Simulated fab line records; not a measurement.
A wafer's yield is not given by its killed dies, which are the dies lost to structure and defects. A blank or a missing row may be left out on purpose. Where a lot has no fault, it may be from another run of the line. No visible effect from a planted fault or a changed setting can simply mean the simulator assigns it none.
Split-lot trial | flow sky130 | on a route of 708 steps: 5 lots, 23 wafers read

## THE SPLIT ITSELF
At SKY_POLY_GATE_EXPOSE_10 (exposes mask P1M, target cd 150 nm), the setting dose_mj was moved away from the recipe's 28 on 10 of the 23 wafers read, by -2.8% to +4.8%. The other wafers ran this setting at the recipe's value.

## FROM THE SPLIT TO THE READING: what the file shows between them, 9 steps
- SKY_POLY_GATE_PEB_11
- SKY_POLY_GATE_DEVELOP_12: develop time 58.51 s
- SKY_POLY_GATE_CD_MEAS_13: target cd 150 nm
- SKY_POLY_GATE_ETCH_15: etches BARC in N2/H2, stops on SiO2, time 118.5 s, target depth 110 nm
- SKY_POLY_GATE_ETCH_16: etches Si3N4 in CH3F/O2, stops on poly-Si, time 147.5 s, target depth 75 nm
- SKY_POLY_GATE_ETCH_17: etches poly-Si in HBr/Cl2, stops on SiO2, target depth 180 nm, time 70.5 s
- SKY_POLY_GATE_STRIP_18: strips in O2/N2
- SKY_POLY_GATE_CLEAN_19: cleans in SC1/SC2, time 150 s
- SKY_POLY_GATE_OXIDATION_20: stabilise 600 s, purge 300 s, target thk 4 nm

## THE READING
cd_nm, in nm, at SKY_POLY_GATE_CD_MEAS_22. A value of 149.0 nm with a standard deviation of 2.1 nm is what fault-free wafers of this fab line usually give.

wafer  | tool, chamber at the split | dose_mj as run | against the recipe | cd_nm, nm | against lot-mates on the recipe
L076.2 | krf_scanner-02, 0          | 29.35          | +4.8%              | 142.1     | -3.9
L076.3 | krf_scanner-02, 0          | 29.35          | +4.8%              | 141.7     | -4.3
L076.4 | krf_scanner-02, 0          | 28             | recipe             | 143.1     | -
L076.5 | krf_scanner-02, 0          | 28             | recipe             | 146.1     | -
L076.6 | krf_scanner-02, 0          | 28             | recipe             | 148.8     | -
L079.1 | krf_scanner-02, 0          | 28             | recipe             | 147.0     | -
L079.2 | krf_scanner-02, 0          | 28             | recipe             | 149.0     | -
L079.3 | krf_scanner-02, 0          | 27.21          | -2.8%              | 157.9     | +9.1
L079.4 | krf_scanner-02, 0          | 27.21          | -2.8%              | 157.0     | +8.2
L079.5 | krf_scanner-02, 0          | 28             | recipe             | 150.4     | -
L081.1 | krf_scanner-02, 0          | 28             | recipe             | 149.5     | -
L081.2 | krf_scanner-02, 0          | 28             | recipe             | 150.2     | -
L081.6 | krf_scanner-02, 0          | 28             | recipe             | 149.5     | -
L080.1 | krf_scanner-02, 0          | 29.28          | +4.6%              | 140.1     | -5.7
L080.3 | krf_scanner-02, 0          | 28             | recipe             | 146.9     | -
L080.4 | krf_scanner-02, 0          | 29.28          | +4.6%              | 136.8     | -8.9
L080.5 | krf_scanner-02, 0          | 28             | recipe             | 144.6     | -
L080.6 | krf_scanner-02, 0          | 29.28          | +4.6%              | 142.0     | -3.8
L085.1 | krf_scanner-02, 0          | 29.35          | +4.8%              | 143.0     | -9.8
L085.2 | krf_scanner-02, 0          | 28             | recipe             | 153.0     | -
L085.4 | krf_scanner-02, 0          | 29.35          | +4.8%              | 141.3     | -11.5
L085.5 | krf_scanner-02, 0          | 29.35          | +4.8%              | 140.6     | -12.2
L085.6 | krf_scanner-02, 0          | 28             | recipe             | 152.6     | -

THE FIT
A straight line over all 23 wafers: cd_nm changes by -1.84 nm for each +1% of dose_mj; r = -0.87; the points scatter about the line by 2.7 nm.
The same after taking each lot's own level away (the mean of its wafers on the recipe; 23 wafers): -1.83 nm for each +1%; r = -0.89; scatter 2.5 nm.
That fit puts the effect of the largest move of dose_mj on the reading at 8.8 nm.
Across the lots, their own levels run from 145.75 to 152.80 nm, a range of 3.4 times the standard deviation given above.
The two slopes are in agreement: the lot-to-lot level therefore moves the slope only a little.
Check: with one of the wafers moved furthest among these (+4.8%) left out of the fit, the line predicts -8.7 nm for it against its lot-mates. Against them it came out at -3.9 nm.

## THE WHOLE CHAIN: every reading that the file lists as answering this split, in the file's order
step                     | what it does                                                               | reading                                                          | change (the file's fit)              | r (the file's)
SKY_POLY_GATE_DEVELOP_12 | develop time 58.51 s                                                       | POLY_GATE.cd_nm (the simulator's own value, which no gauge read) | -1.46 nm for each +1% of the setting | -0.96
SKY_POLY_GATE_CD_MEAS_13 | target cd 150 nm                                                           | cd_nm                                                            | -1.45 nm for each +1% of the setting | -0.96
SKY_POLY_GATE_ETCH_15    | etches BARC in N2/H2, stops on SiO2, time 118.5 s, target depth 110 nm     | POLY_GATE.cd_nm (the simulator's own value, which no gauge read) | -1.6 nm for each +1% of the setting  | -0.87
SKY_POLY_GATE_ETCH_17    | etches poly-Si in HBr/Cl2, stops on SiO2, target depth 180 nm, time 70.5 s | POLY_GATE.cd_nm (the simulator's own value, which no gauge read) | -1.68 nm for each +1% of the setting | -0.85
SKY_POLY_GATE_CD_MEAS_22 |                                                                            | cd_nm                                                            | -1.67 nm for each +1% of the setting | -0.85

## FILE'S OWN FIT
cd_nm changes by -1.67 nm for each +1% of dose_mj, r = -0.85.
